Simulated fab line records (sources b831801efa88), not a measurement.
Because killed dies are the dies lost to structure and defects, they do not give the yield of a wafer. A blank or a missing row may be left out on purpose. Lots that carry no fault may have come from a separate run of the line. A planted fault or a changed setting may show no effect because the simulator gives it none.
Which tool did it?	flow gf180mcu	Sampling: 14 lots, 42 wafers, 4 of 602 route steps

== WHAT THE GAUGES READ, wafer by wafer ==
GF_HV_LDD_OVL_MEAS_32.
lot	measured	on	HV_LDD_02_OVL (nm)
L458	day 11 16:00	overlay-01	-2.3 -1.5 -2.1
L459	day 12 03:59	overlay-01	-2.3 -1.2 -1.1
L460	day 12 11:43	overlay-01	-1.3 -0.2 -1.3
L461	day 12 18:04	overlay-01	-2.0 -1.6 -1.6
L463	day 13 09:49	overlay-02	-1.1 -0.8 -2.2
L464	day 13 19:50	overlay-01	-1.5 -1.7 -2.7
L465	day 14 04:14	overlay-01	-0.3 -0.2 -1.4
L467	day 15 06:50	overlay-01	0.9 0.3 2.0
L469	day 15 13:07	overlay-01	-2.7 -0.5 -0.3
L470	day 15 18:44	overlay-02	0.0 1.9 -1.4
L471	day 16 06:46	overlay-01	-1.4 -0.7 -0.9
L476	day 17 23:04	overlay-02	0.4 1.6 -1.6
L479	day 18 21:20	overlay-01	-1.3 -3.3 -0.2
L480	day 19 00:55	overlay-01	-1.2 -1.3 -1.8

GF_HV_LDD_TW_MEAS_50.
lot	measured	on	HV_LDD_4_TW
L458	day 12 12:14	film_metro-03	579 580 579
L459	day 13 00:45	film_metro-04	577 576 578
L460	day 13 08:45	film_metro-03	573 580 577
L461	day 13 14:23	film_metro-03	577 580 578
L463	day 14 08:01	film_metro-02	573 569 572
L464	day 14 17:14	film_metro-02	567 571 570
L465	day 15 02:54	film_metro-02	576 573 573
L467	day 16 05:22	film_metro-04	571 573 578
L469	day 16 11:55	film_metro-04	570 571 573
L470	day 16 18:00	film_metro-02	539 542 537
L471	day 17 05:52	film_metro-02	537 540 534
L476	day 18 23:34	film_metro-03	578 576 578
L479	day 19 22:43	film_metro-04	572 574 569
L480	day 20 02:00	film_metro-03	577 572 575

GF_PSD_RS_MEAS_15: measurement is done with a four-point probe.
lot	measured	on	PSD_RS (ohm/sq)
L458	day 14 09:05	film_metro-01	110.13 109.89 109.83
L459	day 14 21:36	film_metro-04	109.82 109.66 109.42
L460	day 15 07:34	film_metro-01	110.11 110.50 110.19
L461	day 15 12:52	film_metro-04	109.94 109.95 109.69
L463	day 16 07:04	film_metro-01	110.42 110.38 109.98
L464	day 16 16:46	film_metro-01	110.02 109.98 110.15
L465	day 17 03:14	film_metro-04	109.43 109.70 109.50
L467	day 18 06:20	film_metro-04	109.82 109.73 109.59
L469	day 18 13:10	film_metro-04	110.15 109.63 109.99
L470	day 18 19:56	film_metro-01	109.89 109.61 109.97
L471	day 19 09:12	film_metro-01	109.92 109.73 109.83
L476	day 21 03:34	film_metro-04	109.80 109.59 109.53
L479	day 22 02:36	film_metro-03	109.53 109.80 109.76
L480	day 22 05:29	film_metro-03	110.20 110.36 110.37

== EACH LOT AND THE TOOL THAT RAN IT (in order: tool; ch and the chambers of the sampled wafers; start) ==
lot	GF_HV_LDD_IMPLANT_48
L458	implanter-01 ch 0, day 12 12:02
L459	implanter-04 ch 0, day 13 00:30
L460	implanter-01 ch 0, day 13 08:30
L461	implanter-04 ch 0, day 13 14:09
L463	implanter-04 ch 0, day 14 07:47
L464	implanter-01 ch 0, day 14 17:01
L465	implanter-01 ch 0, day 15 02:39
L467	implanter-04 ch 0, day 16 05:08
L469	implanter-02 ch 0, day 16 11:41
L470	implanter-04 ch 0, day 16 17:45
L471	implanter-04 ch 0, day 17 05:38
L476	implanter-02 ch 0, day 18 23:19
L479	implanter-01 ch 0, day 19 22:29
L480	implanter-01 ch 0, day 20 01:45
- GF_HV_LDD_IMPLANT_48

== AS READ BY THE TOOLS THEMSELVES (means over the sampled wafers that have a number; for cases with no such wafer, the mark the record gives instead) ==
GF_HV_LDD_IMPLANT_48.
lot	tool	beam_on_s (s)	dose_ions_cm2	faraday_current_uA
L458	implanter-01	9.89	3e+13	171
L459	implanter-04	9.93	3e+13	171
L460	implanter-01	10.13	3e+13	167
L461	implanter-04	10.06	3e+13	168
L463	implanter-04	9.97	3e+13	170
L464	implanter-01	10.00	3e+13	169
L465	implanter-01	9.99	3e+13	169
L467	implanter-04	10.22	3e+13	165
L469	implanter-02	9.91	3e+13	171
L470	implanter-04	8.08	3e+13	209
L471	implanter-04	8.06	3e+13	210
L476	implanter-02	10.01	3e+13	169
L479	implanter-01	10.09	3e+13	168
L480	implanter-01	9.73	3e+13	173

== THE ANSWER, worked out from the rows above alone ==
Rule: the usual values come from the lots themselves. The widest of any qualifying gaps counts: lots, ordered by their means at a reading, are off when they make up no more than a third of the lots, leave a main group of 4 or more, and stand apart from it by 3 or more times the standard deviation of that group's means. If all means in a main group match to the digits the tables above print for the reading, that group is not used. A lot without any number at a reading at which 4 lots or more have one is off too. The other lots that the step has rows for count as sound. Order of review: gauges by route order, followed by the tools' own readings, for which a lot's mean as printed above is used. The first step at which some lot is off is used, and at that step the reading that is off furthest; a lot without a number counts as furthest.
Off: L470, L471, at GF_HV_LDD_TW_MEAS_50 (HV_LDD_4_TW). For the main group the mean is 575 and the standard deviation 3.1.
A tool fits if, at a process step before that reading, it ran every lot that is off, and no sound lot after the first of them. Not tried: the gauges at GF_HV_LDD_TW_MEAS_50; whatever is off there is also off at GF_HV_LDD_IMPLANT_48, on other tools, and gauge error can't account for it. One fits: GF_HV_LDD_IMPLANT_48 on implanter-04. A fault onset in the window from L467 (day 16 05:08, its last sound lot) to L470 (day 16 17:45, its first lot off) fits.
The tool's own readings at GF_HV_LDD_IMPLANT_48 bear it out: on the lots that are off they differ by more than 5 times the standard deviation of the sound lots' means. beam_on_s reads 8.07 s there against 9.99 s on the sound lots; faraday_current_uA reads 210 there against 169 on the sound lots.

== WHAT WAS PUT IN BY THE SIMULATOR ==
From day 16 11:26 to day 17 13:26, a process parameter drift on implanter-04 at GF_HV_LDD_IMPLANT_48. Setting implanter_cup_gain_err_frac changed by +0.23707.
Shown lots that were struck: L470, L471. The rule given above showed the same thing.
